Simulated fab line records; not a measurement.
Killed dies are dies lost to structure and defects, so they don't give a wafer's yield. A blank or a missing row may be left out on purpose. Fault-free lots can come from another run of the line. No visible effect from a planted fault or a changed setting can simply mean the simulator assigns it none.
Which tool is to blame? | flow sky130 | Sampling: 24 lots, 72 wafers, 3 of 708 route steps

WHAT THE GAUGES SHOWED, per wafer
SKY_FIELD_ISO_THK_MEAS_02.
lot  | measured    | on            | FIELD_ISO_OXIDATION_00_THK (nm)
L074 | day 1 15:08 | film metro-01 | 12.21 12.25 12.17
L075 | day 1 19:04 | film metro-04 | 12.40 12.31 12.16
L076 | day 1 22:06 | film metro-01 | 11.82 12.13 12.08
L077 | day 2 02:47 | film metro-01 | 12.32 12.31 12.01
L078 | day 2 08:05 | film metro-01 | 11.72 11.67 11.76
L079 | day 2 12:38 | film metro-01 | 12.02 12.06 12.00
L080 | day 2 17:38 | film metro-03 | 12.21 12.00 12.02
L081 | day 2 23:29 | film metro-04 | 12.01 11.81 12.10
L082 | day 3 03:53 | film metro-03 | 11.97 12.09 12.02
L083 | day 3 09:13 | film metro-03 | 12.20 12.17 12.02
L084 | day 3 15:05 | film metro-03 | 12.15 12.05 12.19
L085 | day 3 19:41 | film metro-04 | 12.26 12.23 12.10
L086 | day 3 23:38 | film metro-03 | 11.76 11.80 11.97
L087 | day 4 04:44 | film metro-04 | 12.06 12.01 12.02
L088 | day 4 09:38 | film metro-03 | 11.68 11.52 11.65
L089 | day 4 15:40 | film metro-04 | 12.48 12.53 12.66
L090 | day 4 19:53 | film metro-01 | 12.29 12.16 12.28
L091 | day 5 00:38 | film metro-03 | 11.95 12.13 12.01
L092 | day 5 05:38 | film metro-01 | 11.72 11.47 11.90
L093 | day 5 12:52 | film metro-04 | 12.28 12.39 12.22
L094 | day 5 16:57 | film metro-04 | 12.59 12.38 12.59
L095 | day 5 21:23 | film metro-01 | 12.00 12.57 12.34
L096 | day 6 01:40 | film metro-03 | 12.00 12.30 12.11
L097 | day 6 06:45 | film metro-03 | 11.93 11.94 11.77

SKY_SONOS_ONO_THK_MEAS_05.
lot  | measured     | on            | SONOS_ONO_CVD_04_THK (nm)
L074 | day 11 16:53 | film metro-01 | 5.55 5.62 5.46
L075 | day 12 02:07 | film metro-03 | 5.79 5.79 5.67
L076 | day 12 10:29 | film metro-03 | 5.75 5.75 5.73
L077 | day 12 19:20 | film metro-04 | 5.69 5.69 5.65
L078 | day 13 02:27 | film metro-01 | 5.80 5.75 5.83
L079 | day 13 08:02 | film metro-03 | 5.65 5.73 5.64
L080 | day 13 20:37 | film metro-01 | 5.82 5.85 5.78
L081 | day 14 02:56 | film metro-03 | 5.61 5.65 5.74
L082 | day 14 09:12 | film metro-03 | 5.68 5.64 5.55
L083 | day 14 09:13 | film metro-01 | 5.65 5.64 5.66
L084 | day 14 21:58 | film metro-01 | 5.68 5.76 5.69
L085 | day 15 06:47 | film metro-03 | 5.75 5.76 5.74
L086 | day 15 09:28 | film metro-03 | 5.87 5.77 5.90
L087 | day 15 19:21 | film metro-04 | 5.95 5.99 5.89
L088 | day 16 06:37 | film metro-03 | 5.88 5.87 6.04
L089 | day 16 17:34 | film metro-03 | 5.59 5.54 5.60
L090 | day 17 05:02 | film metro-03 | 5.83 5.76 5.85
L091 | day 17 05:02 | film metro-01 | 5.75 5.72 5.71
L092 | day 17 07:52 | film metro-04 | 5.76 5.73 5.67
L093 | day 17 21:50 | film metro-01 | 5.70 5.79 5.77
L094 | day 18 09:43 | film metro-01 | 5.74 5.75 5.77
L095 | day 18 18:33 | film metro-03 | 5.61 5.63 5.53
L096 | day 19 04:04 | film metro-01 | 5.83 5.92 5.72
L097 | day 19 14:42 | film metro-03 | 5.80 5.87 5.77

SKY_LDD_N_OVL_MEAS_07.
lot  | measured     | on         | LDD_N_OVL (nm)
L074 | day 17 15:17 | overlay-02 | 0.6 -0.3 2.9
L075 | day 18 04:53 | overlay-01 | 1.9 1.6 0.4
L076 | day 18 11:21 | overlay-02 | -0.1 1.1 0.5
L077 | day 19 01:02 | overlay-01 | -0.8 -2.3 -1.2
L078 | day 19 08:41 | overlay-02 | 3.0 4.5 3.5
L079 | day 19 17:20 | overlay-02 | -0.3 2.2 0.1
L080 | day 20 04:38 | overlay-02 | 2.5 0.6 -0.1
L081 | day 20 13:39 | overlay-02 | 0.4 1.8 0.4
L082 | day 20 17:50 | overlay-01 | 2.6 1.1 1.9
L083 | day 20 21:59 | overlay-02 | 1.7 2.4 1.5
L084 | day 21 12:17 | overlay-01 | 1.7 2.3 2.5
L085 | day 22 01:02 | overlay-02 | -0.5 0.6 1.4
L086 | day 22 02:37 | overlay-01 | 2.3 2.7 1.1
L087 | day 22 09:59 | overlay-02 | 1.9 0.9 1.0
L088 | day 23 01:59 | overlay-02 | 4.4 2.9 1.5
L089 | day 23 10:08 | overlay-02 | 1.4 0.7 0.9
L090 | day 23 21:23 | overlay-02 | 1.2 0.7 2.6
L091 | day 23 22:55 | overlay-02 | 0.3 2.1 -0.2
L092 | day 24 02:31 | overlay-02 | 2.8 1.6 2.7
L093 | day 24 14:46 | overlay-02 | 3.5 2.9 1.0
L094 | day 25 01:44 | overlay-02 | 0.6 0.8 -0.4
L095 | day 25 13:35 | overlay-02 | 2.3 2.2 2.4
L096 | day 25 18:08 | overlay-02 | 1.7 1.5 3.9
L097 | day 26 07:31 | overlay-01 | 0.6 -0.1 0.6

WHAT TOOL EACH LOT RAN ON (gives the tool, then ch and the chambers of the sampled wafers, and finally the start)
There is no process step in the record ahead of these readings.

AS READ BY THE TOOLS THEMSELVES (means over the sampled wafers that have a number; for cases with no such wafer, the mark the record gives instead)
The record holds no such reading with a usual standard deviation.

THE ANSWER, worked out from the rows above alone
Rule: what is usual is taken from the lots themselves. Put in order of their means at a reading, lots are off if they are a third of the lots or fewer, leave a main group of 4 or more, and stand apart from it by a gap of 3 or more times the standard deviation of the main group's means; of several such gaps the widest counts. Not used: any main group whose means are identical at the precision the tables above print for the reading. Also off: a lot with no number at a reading for which 4 or more lots have one. The other lots that the step has rows for count as sound. The gauges are gone through in route order, then the tools' own readings, and for those a lot's mean is taken as printed above. At the first step where some lot is off, the reading lying furthest off is the one used; lots without a number count as furthest.
Nothing can be told from this: no lot is off at any reading shown.

WHAT HAD BEEN PUT IN BY THE SIMULATOR
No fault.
